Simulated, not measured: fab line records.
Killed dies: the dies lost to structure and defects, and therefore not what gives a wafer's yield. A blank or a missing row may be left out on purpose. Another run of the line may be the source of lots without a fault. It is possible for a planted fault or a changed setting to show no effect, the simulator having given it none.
Problem report, 8D (eight disciplines) form, completed by code + flow sky130 + the parts of the form that need people (team, actions taken, sign-off) are left out

1. PROBLEM STATEMENT
At SKY_VIA2_CMP_24, timeToEndpointS averages 57 s over 6 wafers from 2 lots, while fault-free wafers read 104 s, standard deviation 3.8. Measured from the usual mean, that is -12 standard deviations.
The step: polishes, stops on SiO2, t overpolish 20 s, target thk 0 nm.
The first sign was on wafer L624.1 at day 39 19:24, on cmp-02. At this step, 36 wafers from 12 lots have a number in the record. The rule behind "out" and "out of limits": a value lying over 4 standard deviations away from the usual mean. Any other wafer with a number is counted as sound.

2. WHAT IT IS, WHAT IT ISN'T
| question                    | is                     | is not                                                                                                  |
|-----------------------------|------------------------|---------------------------------------------------------------------------------------------------------|
| which readings at this step | timeToEndpointS        | headPressurePsi, motorCurrentA, overpolishRunS                                                          |
| which lots                  | L624, L625             | L613, L615, L616, L627, L628, L629, L631, L632, L633, L635                                              |
| which wafers of those lots  | all that have a number | -                                                                                                       |
| read on which tools         | cmp-02                 | cmp-01                                                                                                  |
| when                        | from day 39 19:24      | up to then (9 sound wafers); but 21 sound wafers of L627, L628, L629, L631, L632, L633, L635 came after |

3. WHAT RULES OUT EACH SUSPECT
Counting: a tool at a process step up to the reading stays a suspect if it ran every lot that is out and no sound lot after the first of them.
- rieMetal-02 at SKY_METAL2_DESCUM_17 (chemistry O2, time 8 s): kept. It ran every lot that is out, first L624 (day 38 15:37), and no sound lot after that.
- cmp-02 at SKY_VIA2_CMP_24 (polishes, stops on SiO2, t overpolish 20 s, target thk 0 nm): kept. It ran every lot that is out, first L624 (day 39 19:24), and no sound lot after that; its last sound lot up to then is L616 (day 37 10:33). Its own readings are out on those wafers: timeToEndpointS.
What counting leaves: rieMetal-02 at SKY_METAL2_DESCUM_17 and cmp-02 at SKY_VIA2_CMP_24.

4. THE CAUSE (what the simulator had put in)
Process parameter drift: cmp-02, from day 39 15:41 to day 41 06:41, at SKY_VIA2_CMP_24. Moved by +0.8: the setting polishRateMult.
Counting leaves 2 suspects; this tool is one of them.

5. THE EFFECT CHAIN, in route order
Rows list readings where the struck wafers' mean (over those with a number) sits beyond 3 standard deviations from the usual. Readings are gone through only where the record gives a usual standard deviation; hours: the median, over the lots, of the time from a lot's start at the first step in this table giving one to that lot's start at this step; sigmas: the change measured in usual standard deviations.
| hours | step            | reading         | usual | on struck wafers | change | sigmas |
|-------|-----------------|-----------------|-------|------------------|--------|--------|
| 0     | SKY_VIA2_CMP_24 | timeToEndpointS | 104 s | 57               | -47    | -12    |
Process steps it contains:
- SKY_VIA2_CMP_24: polishes, stops on SiO2, t overpolish 20 s, target thk 0 nm.

6. HOW IT WOULD HAVE BEEN CAUGHT EARLIER
4 hours passed between the start of the fault at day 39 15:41 and the first reading out of limits in this record, taken at day 39 19:24.
